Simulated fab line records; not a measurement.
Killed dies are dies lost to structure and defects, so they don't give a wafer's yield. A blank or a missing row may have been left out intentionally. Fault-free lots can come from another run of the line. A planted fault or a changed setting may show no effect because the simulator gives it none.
fab line records	flow sky130	part 1 of 2: steps 1 to 43 of 44
[record] lots = 5	wafers = 15	lastDay = 50
route steps=708 shown LDD_LDN@292 SPACER@304 POLY_CUT@307 SD_P@320 RES_XHIGH@332 SALICIDE@361 PAD_OPEN@708
lots untouched by any fault: they come from a run of this same line in which no faults occurred
startH: hours from the record's opening day to when the first of the lot's shown wafers began	waitH: time in hours since the lot's previous step	" unchanged from the row above	L1.1+2: several wafers, shown together as one row	- no value, or no start was given	* or withheld: withheld	< > ~ a bound
route shown NAME@n: a module of which the file shows steps, and the number in the route of the first	usual: mean/standard deviation of fault-free wafers	same: alike in all rows	chamber/n: place in a boat	sites: each site's reading	_std_site: the values' standard deviation	_edge_site: mean of outer sites minus mean of inner sites	radiusMm: how far each site lies from the wafer's centre	mask NAME#n: copy n	behind: the tool/chamber that last shaped the wafer	hold: reason for holding the lot/hours on hold/outcome of the hold	device: which transistor (n, p or np) failed to switch	end of line: at the end of the route, the tests of the same wafers	for a step that has no rows: nothing shown but its recipe	killed: at the first sort, the dies lost to defects and structure; wafer yield is something else	map: dies across one wafer; x = killed, . = not, _ = none there
set.NAME: the setting that was run; set.NAME@STEP: the one run at that earlier step	model.NAME: the simulator's own value behind a step, which no gauge read
certain route steps with their lots: each step a table, each wafer a row
services: the hour from which a tool's chamber was out of use, counted from the record's first day as startH (under 0 if before that day), plus the number of hours and why
[[steps]]
[step SKY_LDD_LDN_SOFTBAKE_03]
[recipe] tempC = 90	timeS = 60	resist = NOVOLAK
[step SKY_LDD_LDN_EXPOSE_04]
[recipe] maskId = LDNTM	na = 0.6	sourceShape = conventional	sigmaOuter = 0.6	polarization = unpolarized	targetCdNm = 700	doseMj = 140
[step SKY_LDD_LDN_PEB_05]
[recipe] tempC = withheld	timeS = *	resist = NOVOLAK
[step SKY_LDD_LDN_DEVELOP_06]
[recipe] resist = NOVOLAK	developer = TMAH	developTimeS = 60	devTempC = 23
[step SKY_LDD_LDN_OVL_MEAS_07]
[usual] LDD_LDN_OVL = -0.1/1.4
lot.wafer	tool	chamber	startH	waitH	LDD_LDN_OVL[nm]
L585.1	overlay-01	-	575.77	0.1	1.4
L585.2	"	-	"	"	2.0
L585.6	"	-	"	"	0.5
L590.2	overlay-02	-	605.36	0.1	-0.1
L590.4	"	-	"	"	1.3
L590.6	"	-	"	"	1.4
L599.3	overlay-02	-	672.99	0.1	-1.3
L599.4	"	-	"	"	0.1
L599.6	"	-	"	"	-1.7
L601.1	overlay-02	-	697.81	0.1	-1.3
L601.2	"	-	"	"	-0.3
L601.6	"	-	"	"	-0.6
L603.2	overlay-01	-	713.43	0.1	-0.7
L603.4	"	-	"	"	-0.1
L603.5	"	-	"	"	-0.9
[step SKY_LDD_LDN_IMPLANT_08]
[recipe] species = As	energyKev = 15	doseCm2 = 1.25e+13	tiltDeg = withheld	rotationDeg = 23
[step SKY_LDD_LDN_IMPLANT_09]
[recipe] species = As	energyKev = 15	doseCm2 = 1.25e+13	tiltDeg = withheld	rotationDeg = 113
[step SKY_LDD_LDN_IMPLANT_10]
[recipe] species = As	energyKev = 15	doseCm2 = 1.25e+13	tiltDeg = withheld	rotationDeg = 203
[step SKY_LDD_LDN_IMPLANT_11]
[recipe] species = As	energyKev = 15	doseCm2 = 1.25e+13	tiltDeg = withheld	rotationDeg = 293
[step SKY_LDD_LDN_STRIP_12]
[recipe] chemistry = O2/N2	powerW = 1400	pressureMtorr = 1500	platenTempC = withheld	o2FlowSccm = 3000	n2FlowSccm = 300	overashFraction = 0.5
[usual] drypumpMotorCurrentA = 5.3/0.46	oesProductAu = 0.716/0.0047	stripTimeToEndpointS = 14.16/0.041
[same] overashFraction = 0.5
lot.wafer	tool	chamber	startH	waitH	drypumpMotorCurrentA	oesProductAu	rfHoursCounterH	stripTimeToEndpointS
L585.1	plasmaAsher-01	1	576.41	0.1	5.1	0.715	90	14.15
L585.2	"	0	"	"	4.9	0.713	90	14.10
L585.6	"	1	"	"	5.2	0.717	-	14.11
L590.2	plasmaAsher-04	1	605.99	0.1	4.7	0.715	47	14.13
L590.4	"	0	"	"	5.9	0.723	-	14.14
L590.6	"	1	"	"	4.7	0.714	-	14.14
L599.3	plasmaAsher-01	1	673.65	0.1	5.1	0.712	-	14.23
L599.4	"	0	"	"	4.9	0.712	-	14.18
L599.6	"	1	"	"	5.2	0.710	-	14.21
L601.1	plasmaAsher-03	1	698.44	0.1	5.3	0.719	85	14.15
L601.2	"	0	"	"	5.5	0.713	85	14.16
L601.6	"	0	"	"	5.6	0.717	-	14.15
L603.2	plasmaAsher-04	0	714.06	0.1	5.9	0.706	59	14.21
L603.4	"	1	"	"	4.7	0.717	-	14.13
L603.5	"	0	"	"	6.0	0.708	-	14.17
[step SKY_LDD_LDN_TW_MEAS_13]
[usual] LDD_LDN_TW = 1482/7.6
lot.wafer	tool	chamber	startH	waitH	LDD_LDN_TW
L585.1	filmMetro-03	-	576.51	0.1	1486
L585.2	"	-	"	"	1486
L585.6	"	-	"	"	1490
L590.2	filmMetro-02	-	606.10	0.1	1482
L590.4	"	-	"	"	1482
L590.6	"	-	"	"	1493
L599.3	filmMetro-01	-	673.74	0.1	1486
L599.4	"	-	"	"	1476
L599.6	"	-	"	"	1482
L601.1	filmMetro-02	-	698.54	0.1	1492
L601.2	"	-	"	"	1483
L601.6	"	-	"	"	1492
L603.2	filmMetro-02	-	714.17	0.1	1493
L603.4	"	-	"	"	1490
L603.5	"	-	"	"	1491
[step SKY_LDD_LDN_CLEAN_14]
[recipe] chemistry = SC1/SC2	mix = 1:4:20	tempC = 70	timeS = 150	dry = n2Spin
[step SKY_SPACER_CVD_00]
[recipe] material = Si3N4	precursor = DCS/NH3	targetThkNm = 43.1	tempC = 770	timeS = 740	pressureMtorr = 250
[usual] spikeTcBottomC = 790.2/2	spikeTcCentreC = 769.4/1.1	spikeTcLowerC = 769.5/1.1	spikeTcTopC = 783/3.4	spikeTcUpperC = 771.1/1.7	susceptorTempC = 770.0/0.31	zonePowerCentrePct = 14.7/0.36	zonePowerUpperPct = 13.0/0.94
lot.wafer	tool	chamber	startH	waitH	spikeTcBottomC	spikeTcCentreC	spikeTcLowerC	spikeTcTopC	spikeTcUpperC	susceptorTempC	zonePowerCentrePct	zonePowerUpperPct	model.Si3N4_of_SPACER_CVD_00.thkNm
L585.1	lpcvd-02	1	576.81	0.2	789.5	771.7	769.8	780	772.7	770.1	15.1	11.8	42.41
L585.2	"	1	"	"	792.1	768.9	769.7	778	771.2	769.5	14.9	11.8	42.86
L585.6	"	1	"	"	790.8	770.6	769.2	780	773.8	770.1	15.2	12.2	42.85
L590.2	lpcvd-02	0	606.26	0.0	772.0	752.9	753.2	772	754.6	754.4	13.7	13.3	31.28
L590.4	"	0	"	"	772.3	752.6	752.3	769	752.8	754.1	13.9	13.3	31.59
L590.6	"	0	"	"	773.5	752.9	754.3	771	755.0	754.1	14.0	13.4	31.83
L599.3	lpcvd-02	0	673.83	0.0	787.8	768.5	769.4	786	769.8	769.5	14.3	14.0	43.47
L599.4	"	0	"	"	787.9	769.6	769.1	789	768.5	770.4	14.4	13.8	43.2
L599.6	"	0	"	"	790.1	769.3	768.5	785	770.3	769.7	14.4	13.9	43.22
L601.1	lpcvd-02	1	698.65	0.0	793.2	769.3	770.6	779	773.7	769.7	14.9	12.2	43.35
L601.2	"	1	"	"	792.7	769.5	770.4	779	770.7	770.2	15.2	11.9	43.37
L601.6	"	1	"	"	792.1	770.1	769.7	778	773.5	769.9	15.1	12.1	43.21
L603.2	lpcvd-02	0	714.68	0.4	789.5	768.7	769.2	785	770.2	770.1	14.4	13.9	42.79
L603.4	"	0	"	"	788.4	767.9	770.9	787	771.0	770.2	14.4	14.1	42.74
L603.5	"	0	"	"	789.6	768.9	769.1	786	769.5	769.9	14.3	13.7	43.19
[step SKY_SPACER_THK_MEAS_01]
[recipe] reads = Si3N4_of_SPACER_CVD_00
[usual] SPACER_CVD_00_THK = 43.0/0.47
lot.wafer	tool	chamber	startH	waitH	SPACER_CVD_00_THK[nm]
L585.1	filmMetro-03	-	578.01	0.0	42.4
L585.2	"	-	"	"	42.9
L585.6	"	-	"	"	42.8
L590.2	filmMetro-04	-	607.48	0.0	31.3
L590.4	"	-	"	"	31.6
L590.6	"	-	"	"	31.8
L599.3	filmMetro-02	-	675.05	0.0	43.5
L599.4	"	-	"	"	43.2
L599.6	"	-	"	"	43.2
L601.1	filmMetro-02	-	699.86	0.0	43.4
L601.2	"	-	"	"	43.4
L601.6	"	-	"	"	43.2
L603.2	filmMetro-04	-	715.89	0.0	42.8
L603.4	"	-	"	"	42.7
L603.5	"	-	"	"	43.2
[step SKY_SPACER_ETCHBACK_02]
[recipe] chemistry = CH3F/O2	target = Si3N4	stopOn = SiO2	sourceW = 400	biasW = 80	pressureMtorr = 25	ch3fFlowSccm = 40	O2_flow_sccm = 30	timeS = 46.7	targetDepthA = 450
[usual] drypumpMotorCurrentA = 5.6/0.39	oesProductAu = 0.853/0.0072	throttleValvePct = 10.564/0.0085
lot.wafer	tool	chamber	startH	waitH	drypumpMotorCurrentA	oesProductAu	rfHoursCounterH	throttleValvePct	model.etch.depthNm
L585.1	rieDiel-04	3	578.07	0.1	6.2	0.847	66	10.563	42.41
L585.2	"	1	"	"	5.4	0.839	5	10.569	42.86
L585.6	"	1	"	"	5.4	0.848	-	10.573	42.85
L590.2	rieDiel-01	2	607.53	0.0	5.1	0.734	7	10.546	31.28
L590.4	"	0	"	"	5.9	0.724	13	10.560	31.59
L590.6	"	0	"	"	5.9	0.729	-	10.545	31.83
L599.3	rieDiel-02	1	675.09	0.0	5.5	0.859	7	10.556	43.47
L599.4	"	0	"	"	5.1	0.863	4	10.584	43.2
L599.6	"	1	"	"	5.5	0.852	-	10.564	43.22
L601.1	rieDiel-01	3	699.92	0.1	6.0	0.864	12	10.585	43.35
L601.2	"	1	"	"	5.2	0.863	13	10.574	43.37
L601.6	"	3	"	"	6.0	0.857	-	10.562	43.21
L603.2	rieDiel-01	2	715.94	0.0	5.1	0.850	9	10.564	42.79
L603.4	"	0	"	"	5.9	0.853	15	10.561	42.74
L603.5	"	2	"	"	5.1	0.856	-	10.568	43.19
[step SKY_POLY_CUT_DEHYDRATE_00]
[recipe] tempC = 200	timeS = 60
[step SKY_POLY_CUT_HMDS_01]
[recipe] primeTimeS = 60	primeTempC = 120
[step SKY_POLY_CUT_COAT_02]
[recipe] resist = BARC	tempC = withheld	timeS = withheld	spinRpm = 3000	resistThkNm = 60
[step SKY_POLY_CUT_COAT_03]
[recipe] resist = KrF-thick	spinRpm = 3000	resistThkNm = 450
[step SKY_POLY_CUT_SOFTBAKE_04]
[recipe] tempC = 100	timeS = 90	resist = KrF-thick
[step SKY_POLY_CUT_EXPOSE_05]
[recipe] maskId = NPCM	na = 0.8	sourceShape = annular	sigmaInner = 0.55	sigmaOuter = 0.85	targetCdNm = 270	doseMj = 32
[step SKY_POLY_CUT_PEB_06]
[recipe] pebTempC = withheld	pebTimeS = withheld	resist = KrF-thick
[step SKY_POLY_CUT_DEVELOP_07]
[recipe] developTimeS = 60	resist = KrF-thick	devTempC = 21
[step SKY_POLY_CUT_CD_MEAS_08]
[recipe] targetCdNm = 270
[usual] cdNm = 270.0/1.6
lot.wafer	tool	chamber	startH	waitH	cdNm
L585.1	cdSem-01	-	607.31	-	268.6
L585.2	"	-	"	"	268.2
L585.6	"	-	"	"	267.1
L590.2	cdSem-01	-	636.25	-	270.9
L590.4	"	-	"	"	272.8
L590.6	"	-	"	"	272.0
L599.3	cdSem-02	-	703.81	-	269.0
L599.4	"	-	"	"	269.0
L599.6	"	-	"	"	267.3
L601.1	cdSem-02	-	727.92	-	269.9
L601.2	"	-	"	"	269.9
L601.6	"	-	"	"	268.8
L603.2	cdSem-01	-	743.50	-	270.3
L603.4	"	-	"	"	269.6
L603.5	"	-	"	"	271.5
[step SKY_POLY_CUT_OVL_MEAS_09]
[usual] POLY_CUT_OVL = 0/5.3
lot.wafer	tool	chamber	startH	waitH	POLY_CUT_OVL[nm]
L585.1	overlay-02	-	607.43	0.1	0
L585.2	"	-	"	"	-1
L585.6	"	-	"	"	1
L590.2	overlay-01	-	636.36	0.1	2
L590.4	"	-	"	"	-6
L590.6	"	-	"	"	-1
L599.3	overlay-02	-	703.90	0.1	-2
L599.4	"	-	"	"	-3
L599.6	"	-	"	"	-8
L601.1	overlay-02	-	728.04	0.1	6
L601.2	"	-	"	"	3
L601.6	"	-	"	"	4
L603.2	overlay-02	-	743.61	0.1	5
L603.4	"	-	"	"	6
L603.5	"	-	"	"	0
[step SKY_POLY_CUT_ETCH_10]
[recipe] chemistry = N2/H2	target = BARC	ionEnergyEv = 200	sourceW = 500	biasW = 100	pressureMtorr = 30	n2FlowSccm = 100	h2FlowSccm = 200	stopOn = SiO2	timeS = 45.9	targetDepthA = 600
[usual] drypumpMotorCurrentA = 5.7/0.46	oesProductAu = 0.855/0.0045	throttleValvePct = 13.224/0.0085
lot.wafer	tool	chamber	startH	waitH	drypumpMotorCurrentA	oesProductAu	rfHoursCounterH	throttleValvePct
L585.1	rieDiel-03	2	607.46	0.0	6.2	0.860	7	13.214
L585.2	"	3	"	"	5.6	0.853	3	13.217
L585.6	"	3	"	"	5.7	0.860	-	13.225
L590.2	rieDiel-01	0	636.39	0.0	5.9	0.858	14	13.223
L590.4	"	3	"	"	6.1	0.851	11	13.225
L590.6	"	0	"	"	5.9	0.859	-	13.220
L599.3	rieDiel-04	2	703.93	0.0	5.8	0.862	12	13.238
L599.4	"	3	"	"	6.3	0.860	1	13.213
L599.6	"	0	"	"	5.1	0.855	-	13.224
L601.1	rieDiel-04	1	728.08	0.0	5.4	0.850	9	13.225
L601.2	"	2	"	"	5.8	0.864	13	13.230
L601.6	"	2	"	"	5.8	0.848	-	13.239
L603.2	rieDiel-04	2	743.64	0.0	5.8	0.857	13	13.214
L603.4	"	0	"	"	5.1	0.850	4	13.233
L603.5	"	1	"	"	5.4	0.859	-	13.228
[step SKY_POLY_CUT_ETCH_11]
[recipe] target = Si3N4	chemistry = CF4/CH2F2/Ar	stopOn = poly-Si	sourceW = 600	biasW = 150	pressureMtorr = 40	cf4FlowSccm = 40	ch2f2FlowSccm = 20	Ar_flow_sccm = 150	timeS = 42.5	targetDepthA = 600
[usual] cf4FlowSccm = 40.00/0.13	drypumpMotorCurrentA = 5.7/0.46	oesProductAu = 0.831/0.008	throttleValvePct = 14.995/0.009
lot.wafer	tool	chamber	startH	waitH	cf4FlowSccm	drypumpMotorCurrentA	oesProductAu	rfHoursCounterH	throttleValvePct
L585.1	rieDiel-03	2	607.51	0.0	39.97	6.2	0.828	7	14.996
L585.2	"	3	"	"	39.95	5.6	0.827	3	14.987
L585.6	"	3	"	"	40.22	5.6	0.819	-	14.985
L590.2	rieDiel-01	0	636.43	0.0	39.97	5.9	0.831	14	14.995
L590.4	"	3	"	"	39.98	6.0	0.831	11	14.995
L590.6	"	0	"	"	39.90	5.9	0.826	-	15.003
L599.3	rieDiel-04	2	703.97	0.0	39.69	5.8	0.838	12	14.999
L599.4	"	3	"	"	40.01	6.3	0.829	1	14.994
L599.6	"	0	"	"	40.11	5.1	0.833	-	15.002
L601.1	rieDiel-04	1	728.12	0.0	39.88	5.4	0.826	9	14.997
L601.2	"	2	"	"	39.91	5.8	0.827	13	15.000
L601.6	"	2	"	"	39.87	5.8	0.839	-	14.990
L603.2	rieDiel-04	2	743.68	0.0	39.73	5.8	0.839	13	14.998
L603.4	"	0	"	"	39.98	5.1	0.833	4	14.994
L603.5	"	1	"	"	40.09	5.4	0.821	-	14.997
[step SKY_POLY_CUT_STRIP_12]
[recipe] chemistry = O2/N2	powerW = 1400	pressureMtorr = 1500	platenTempC = withheld	o2FlowSccm = 3000	n2FlowSccm = 300	overashFraction = 0.5
[usual] drypumpMotorCurrentA = 5.5/0.58	oesProductAu = 0.452/0.0044	stripTimeToEndpointS = 5.357/0.019
[same] overashFraction = 0.5
lot.wafer	tool	chamber	startH	waitH	drypumpMotorCurrentA	oesProductAu	rfHoursCounterH	stripTimeToEndpointS
L585.1	plasmaAsher-02	0	607.55	0.0	6.3	0.462	18	5.384
L585.2	"	1	"	"	5.6	0.445	18	5.355
L585.6	"	0	"	"	6.3	0.454	-	5.360
L590.2	plasmaAsher-04	0	636.47	0.0	5.9	0.456	51	5.369
L590.4	"	0	"	"	5.9	0.461	-	5.362
L590.6	"	0	"	"	5.9	0.448	-	5.357
L599.3	plasmaAsher-02	0	704.04	0.1	6.3	0.453	-	5.365
L599.4	"	1	"	"	5.6	0.455	-	5.377
L599.6	"	0	"	"	6.3	0.449	-	5.387
L601.1	plasmaAsher-02	1	728.16	0.0	5.6	0.455	31	5.350
L601.2	"	0	"	"	6.4	0.445	31	5.349
L601.6	"	1	"	"	5.6	0.445	-	5.366
L603.2	plasmaAsher-02	1	743.72	0.0	5.6	0.457	32	5.366
L603.4	"	0	"	"	6.3	0.450	-	5.338
L603.5	"	1	"	"	5.6	0.443	-	5.341
[step SKY_SD_P_DEHYDRATE_00]
[recipe] tempC = 200	timeS = 60
[step SKY_SD_P_HMDS_01]
[recipe] primeTimeS = 60	primeTempC = 120
[step SKY_SD_P_COAT_02]
[recipe] resist = NOVOLAK	spinRpm = 3000	resistThkNm = 1140
[step SKY_SD_P_SOFTBAKE_03]
[recipe] tempC = 90	timeS = 60	resist = NOVOLAK
[step SKY_SD_P_EXPOSE_04]
[recipe] maskId = PSDM	na = 0.6	sourceShape = conventional	sigmaOuter = 0.6	polarization = unpolarized	targetCdNm = 380	doseMj = 138
[step SKY_SD_P_PEB_05]
[recipe] tempC = withheld	timeS = *	resist = NOVOLAK
[step SKY_SD_P_DEVELOP_06]
[recipe] resist = NOVOLAK	developer = TMAH	developTimeS = 60	devTempC = 23
[step SKY_SD_P_CD_MEAS_07]
[recipe] targetCdNm = 380
[usual] cdNm = 380.0/2.3
lot.wafer	tool	chamber	startH	waitH	cdNm
L585.1	cdSem-02	-	636.47	0.1	378.2
L585.2	"	-	"	"	380.1
L585.6	"	-	"	"	379.8
L590.2	cdSem-01	-	664.93	0.1	380.1
L590.4	"	-	"	"	379.8
L590.6	"	-	"	"	377.5
L599.3	cdSem-02	-	731.80	0.1	378.3
L599.4	"	-	"	"	376.7
L599.6	"	-	"	"	378.4
L601.1	cdSem-02	-	754.87	0.1	380.4
L601.2	"	-	"	"	380.9
L601.6	"	-	"	"	383.5
L603.2	cdSem-01	-	770.44	0.1	381.9
L603.4	"	-	"	"	381.9
L603.5	"	-	"	"	383.0
[step SKY_SD_P_OVL_MEAS_08]
[usual] SD_P_OVL = -0.3/1.3
lot.wafer	tool	chamber	startH	waitH	SD_P_OVL[nm]
L585.1	overlay-01	-	636.59	0.1	-0.2
L585.2	"	-	"	"	-0.5
L585.6	"	-	"	"	-3.0
L590.2	overlay-01	-	665.03	0.1	-1.9
L590.4	"	-	"	"	-2.2
L590.6	"	-	"	"	-2.1
L599.3	overlay-01	-	731.89	0.1	-0.1
L599.4	"	-	"	"	-0.1
L599.6	"	-	"	"	0.3
L601.1	overlay-02	-	754.99	0.1	-0.5
L601.2	"	-	"	"	-0.7
L601.6	"	-	"	"	-0.3
L603.2	overlay-02	-	770.55	0.1	-1.6
L603.4	"	-	"	"	-1.8
L603.5	"	-	"	"	-1.8
[step SKY_SD_P_IMPLANT_09]
[recipe] species = BF2	energyKev = 20	doseCm2 = 3e+15	tiltDeg = 0
[step SKY_SD_P_STRIP_10]
[recipe] chemistry = O2/N2	powerW = 1400	pressureMtorr = 1500	platenTempC = withheld	o2FlowSccm = 3000	n2FlowSccm = 300	overashFraction = 0.5
[usual] drypumpMotorCurrentA = 5.7/0.5	oesProductAu = 0.618/0.0045	stripTimeToEndpointS = 17.49/0.04
[same] overashFraction = 0.5
lot.wafer	tool	chamber	startH	waitH	drypumpMotorCurrentA	oesProductAu	rfHoursCounterH	stripTimeToEndpointS
L585.1	plasmaAsher-04	1	636.78	0.1	4.7	0.622	51	17.48
L585.2	"	0	"	"	5.9	0.611	51	17.48
L585.6	"	0	"	"	5.9	0.621	-	17.49
L590.2	plasmaAsher-03	0	665.21	0.1	5.6	0.620	81	17.42
L590.4	"	0	"	"	5.5	0.608	-	17.51
L590.6	"	0	"	"	5.6	0.624	-	17.44
L599.3	plasmaAsher-04	1	732.10	0.1	4.7	0.610	-	17.47
L599.4	"	0	"	"	5.9	0.613	-	17.47
L599.6	"	0	"	"	5.9	0.611	-	17.49
L601.1	plasmaAsher-02	0	755.18	0.1	6.3	0.614	34	17.49
L601.2	"	1	"	"	5.5	0.626	34	17.49
L601.6	"	1	"	"	5.6	0.617	-	17.52
L603.2	plasmaAsher-03	1	770.73	0.1	5.3	0.618	91	17.45
L603.4	"	1	"	"	5.3	0.623	-	17.45
L603.5	"	0	"	"	5.5	0.617	-	17.47
[step SKY_SD_P_TW_MEAS_11]
[usual] SD_P_TW = 2827/16
lot.wafer	tool	chamber	startH	waitH	SD_P_TW
L585.1	filmMetro-01	-	636.88	0.1	2846
L585.2	"	-	"	"	2831
L585.6	"	-	"	"	2854
L590.2	filmMetro-03	-	665.32	0.1	2791
L590.4	"	-	"	"	2802
L590.6	"	-	"	"	2804
L599.3	filmMetro-01	-	732.18	0.1	2846
L599.4	"	-	"	"	2825
L599.6	"	-	"	"	2817
L601.1	filmMetro-01	-	755.28	0.1	2827
L601.2	"	-	"	"	2849
L601.6	"	-	"	"	2835
L603.2	filmMetro-03	-	770.84	0.1	2840
L603.4	"	-	"	"	2824
L603.5	"	-	"	"	2822
[step SKY_RES_XHIGH_DEHYDRATE_00]
[recipe] tempC = 200	timeS = 60
[step SKY_RES_XHIGH_HMDS_01]
[recipe] primeTimeS = 60	primeTempC = 120
[step SKY_SALICIDE_CLEAN_00]
[recipe] chemistry = HF-last	timeS = 30	dilution = 100:1	dry = ipaMarangoni
lot.wafer	tool	chamber	startH	waitH	model.Si3N4_of_SPACER_CVD_00.thkNm
L585.1	wetBench-02	1	693.91	0.1	41.42
L585.2	"	1	"	"	41.87
L585.6	"	1	"	"	41.86
L590.2	wetBench-03	0	721.53	0.1	30.29
L590.4	"	0	"	"	30.61
L590.6	"	0	"	"	30.85
L599.3	wetBench-04	1	786.91	0.1	42.5
L599.4	"	1	"	"	42.23
L599.6	"	1	"	"	42.24
L601.1	wetBench-02	0	810.47	0.1	42.37
L601.2	"	0	"	"	42.39
L601.6	"	0	"	"	42.23
L603.2	wetBench-02	2	824.81	0.1	41.8
L603.4	"	2	"	"	41.75
L603.5	"	2	"	"	42.19
[[key]]
[firstSign] step = SKY_SPACER_CVD_00	reading = susceptorTempC	direction = down	sigmas = 51	usual = *	struck = *
[effect] step = SKY_SPACER_CVD_00	reading = spikeTcLowerC	direction = down	sigmas = 15	usual = 769.5	struck = 753.3
[effect] step = SKY_SPACER_THK_MEAS_01	reading = SPACER_CVD_00_THK	direction = down	sigmas = 24	usual = 43.0	struck = 31.6
[effect] step = SKY_SPACER_ETCHBACK_02	reading = oesProductAu	direction = down	sigmas = 17	usual = 0.853	struck = 0.729
[modelEffect] step = SKY_SPACER_CVD_00	value = Si3N4_of_SPACER_CVD_00.thkNm	without = 42.73	struck = 31.57
[modelEffect] step = SKY_SPACER_ETCHBACK_02	value = etch.depthNm	without = 42.73	struck = 31.57
[modelEffect] step = SKY_SALICIDE_CLEAN_00	value = Si3N4_of_SPACER_CVD_00.thkNm	without = 41.74	struck = 30.58
[modelEffect] step = SKY_PAD_OPEN_PROBE_99	value = etest.pfet_01v8.rOnOhmUm	without = 2954	struck = 2601
metAt SKY_SPACER_CVD_00
struckWafers L590.2,L590.4,L590.6
testerLeftOut L590
[fault] kind = processParameterDrift	tool = lpcvd-02	chamber = 0	onsetH = 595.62	steps = SKY_SPACER_CVD_00	channel = tempC	offset = *	shape = step	endH = 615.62	actsIn = *	stated = *
// testerLeftOut: of these lots the tester's yield and bins aren't shown, on N5 and GAA mostly nor the transistor test; their killed dies are dies lost to structure and defects alone, not to doping, threshold or leakage, so they don't give the yield
